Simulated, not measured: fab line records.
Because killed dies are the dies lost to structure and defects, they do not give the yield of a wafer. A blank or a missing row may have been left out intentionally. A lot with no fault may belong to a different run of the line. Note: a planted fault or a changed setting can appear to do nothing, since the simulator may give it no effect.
Which of the tools did it? | flow gf180mcu | Sampling: 13 lots, 39 wafers, 4 of 602 route steps

== WHAT THE GAUGES READ, wafer by wafer ==
GF_MVSD_TW_MEAS_11. Usual: for MVSD_TW the level is 1576 and the standard deviation is 11.
lot  | measured     | on            | MVSD_TW        | flag
L435 | day 4 11:46  | film metro-02 | 1574 1580 1578 |
L438 | day 5 03:27  | film metro-02 | 1583 1579 1585 |
L439 | day 5 09:53  | film metro-01 | 1592 1598 1590 |
L441 | day 6 03:29  | film metro-01 | 1587 1589 1595 |
L442 | day 6 03:43  | film metro-01 | 1592 1588 1595 |
L443 | day 6 09:26  | film metro-02 | 1574 1582 1576 |
L444 | day 6 14:35  | film metro-02 | 1577 1581 1584 |
L447 | day 7 09:22  | film metro-04 | 1567 1570 1580 |
L449 | day 7 21:02  | film metro-04 | 1585 1573 1577 |
L455 | day 9 07:10  | film metro-04 | 1572 1562 1559 |
L456 | day 9 12:29  | film metro-04 | 1560 1562 1568 |
L457 | day 9 18:05  | film metro-04 | 1565 1567 1561 |
L458 | day 10 00:23 | film metro-04 | 1564 1570 1569 |

GF_MVPSD_OVL_MEAS_07. Usual: for MVPSD_OVL the level is 0.5 nm and the standard deviation is 1.3.
lot  | measured     | on         | MVPSD_OVL (nm)       | flag
L435 | day 5 01:44  | overlay-02 | 0.3 0.4 2.2          |
L438 | day 5 17:28  | overlay-02 | -0.2 -1.9 0.6        |
L439 | day 6 00:23  | overlay-02 | 1.9 2.2 0.6          |
L441 | day 6 19:05  | overlay-02 | -1.0 0.7 0.0         |
L442 | day 6 19:07  | overlay-01 | -0.5 -2.2 -1.6       |
L443 | day 7 00:34  | overlay-01 | 2.5 0.0 -0.4         |
L444 | day 7 05:34  | overlay-01 | 1.0 2.6 0.1          |
L447 | day 8 01:16  | overlay-02 | 3.0 2.3 2.4          |
L449 | day 8 13:12  | overlay-02 | 1.5 0.0 0.6          |
L455 | day 10 00:16 | overlay-01 | -128.5 -125.3 -128.1 | OFF
L456 | day 10 05:55 | overlay-02 | -128.8 -128.8 -129.1 | OFF
L457 | day 10 11:20 | overlay-01 | -1.4 0.5 0.3         |
L458 | day 10 17:56 | overlay-01 | 1.8 0.4 0.1          |

== WHAT TOOL EACH LOT RAN ON (gives the tool, then ch and the chambers of the sampled wafers, and finally the start) ==
lot  | GF_STI_CMP_25                | GF_MVPSD_EXPOSE_04
L435 | cmp-01 ch 1,2,3, day 2 03:55 | iline stepper-01 ch 0, day 4 18:46
L438 | cmp-01 ch 2,3, day 2 19:17   | iline stepper-01 ch 0, day 5 10:27
L439 | cmp-02 ch 0,2,3, day 3 00:27 | iline stepper-02 ch 0, day 5 17:18
L441 | cmp-02 ch 1,2, day 3 14:02   | iline stepper-01 ch 0, day 6 11:39
L442 | cmp-01 ch 1,2,3, day 3 17:02 | iline stepper-02 ch 0, day 6 11:53
L443 | cmp-01 ch 1,2, day 3 20:46   | iline stepper-01 ch 0, day 6 17:00
L444 | cmp-01 ch 0,1,2, day 4 02:14 | iline stepper-01 ch 0, day 6 22:19
L447 | cmp-01 ch 1,2,3, day 4 17:50 | iline stepper-01 ch 0, day 7 17:14
L449 | cmp-02 ch 1,2, day 5 05:28   | iline stepper-02 ch 0, day 8 05:00
L455 | cmp-01 ch 1,2, day 6 10:33   | iline stepper-01 ch 0, day 9 15:52
L456 | cmp-02 ch 0,1,3, day 6 15:39 | iline stepper-01 ch 0, day 9 21:25
L457 | cmp-01 ch 1,2,3, day 6 20:47 | iline stepper-02 ch 0, day 10 02:49
L458 | cmp-01 ch 0,1,3, day 7 01:57 | iline stepper-02 ch 0, day 10 09:02
- GF_STI_CMP_25: polishes, stops on Si3N4, t overpolish 33 s, target thk 524.6 nm.
- GF_MVPSD_EXPOSE_04: exposes mask MVPSD, target cd 1000 nm.

== WHAT THE TOOLS THEMSELVES READ (means of the sampled wafers that have a number; where no wafer has one, the mark that the record gives instead) ==
GF_STI_CMP_25. Usual: motor current A 12.5 A, standard deviation 1; overpolish run s 33.000 s, standard deviation 0.0095; slurry filter dp kPa 13.48 kPa, standard deviation 0.14; slurry flow ml min 149.9, standard deviation 0.48; time to endpoint s 122 s, standard deviation 3.8.
lot  | tool   | motor current A (A) | overpolish run s (s) | slurry filter dp kPa (kPa) | slurry flow ml min | time to endpoint s (s) | flag
L435 | cmp-01 | 12.3                | 33.008               | 13.45                      | 149.9              | 125                    |
L438 | cmp-01 | 11.6                | 32.996               | 13.36                      | 150.1              | 122                    |
L439 | cmp-02 | 12.7                | 32.991               | 13.58                      | 150.0              | 126                    |
L441 | cmp-02 | 13.8                | 32.997               | 13.57                      | 150.0              | 123                    |
L442 | cmp-01 | 12.5                | 33.003               | 13.43                      | 149.9              | 116                    |
L443 | cmp-01 | 13.0                | 32.997               | 13.52                      | 149.7              | 120                    |
L444 | cmp-01 | 12.1                | 33.006               | 13.52                      | 150.2              | 121                    |
L447 | cmp-01 | 12.1                | 32.993               | 13.40                      | 149.6              | 125                    |
L449 | cmp-02 | 13.6                | 32.995               | 13.40                      | 149.4              | 124                    |
L455 | cmp-01 | 12.4                | 32.999               | 13.50                      | 150.1              | 125                    |
L456 | cmp-02 | 12.9                | 33.008               | 13.46                      | 149.7              | 124                    |
L457 | cmp-01 | 12.3                | 33.001               | 13.56                      | 150.5              | 121                    |
L458 | cmp-01 | 12.5                | 33.002               | 13.46                      | 149.9              | 127                    |

== THE ANSWER, worked out from the rows above alone ==
Rule: take the mean of a lot's wafers that have a number; if it is more than 3 standard deviations from the usual mean, the lot is off. Also off: a lot with no number at a reading for which 4 or more lots have one. All remaining lots with rows at the step are treated as sound. First the gauges in route order, then the tools' own readings, where a lot's mean is used as printed above. At the first step where some lot is off, the reading lying furthest off is the one used; lots without a number count as furthest.
Off: L455, L456, at GF_MVPSD_OVL_MEAS_07 (MVPSD_OVL).
If a tool, at a process step before that reading, ran all the lots that are off and no sound lot after the first of them, it fits. The gauges at GF_MVPSD_OVL_MEAS_07 are tried like those tools. One fits: GF_MVPSD_EXPOSE_04 on iline stepper-01. Its last sound lot is L447 (day 7 17:14), its first lot that is off L455 (day 9 15:52): a fault that began between those two fits.

== WHAT THE SIMULATOR HAD PUT IN ==
Scanner matching overlay: iline stepper-01, from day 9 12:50 on, at GF_MVPSD_EXPOSE_04. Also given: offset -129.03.
Struck lots among those shown: L455, L456. This agrees with what the rule above found.
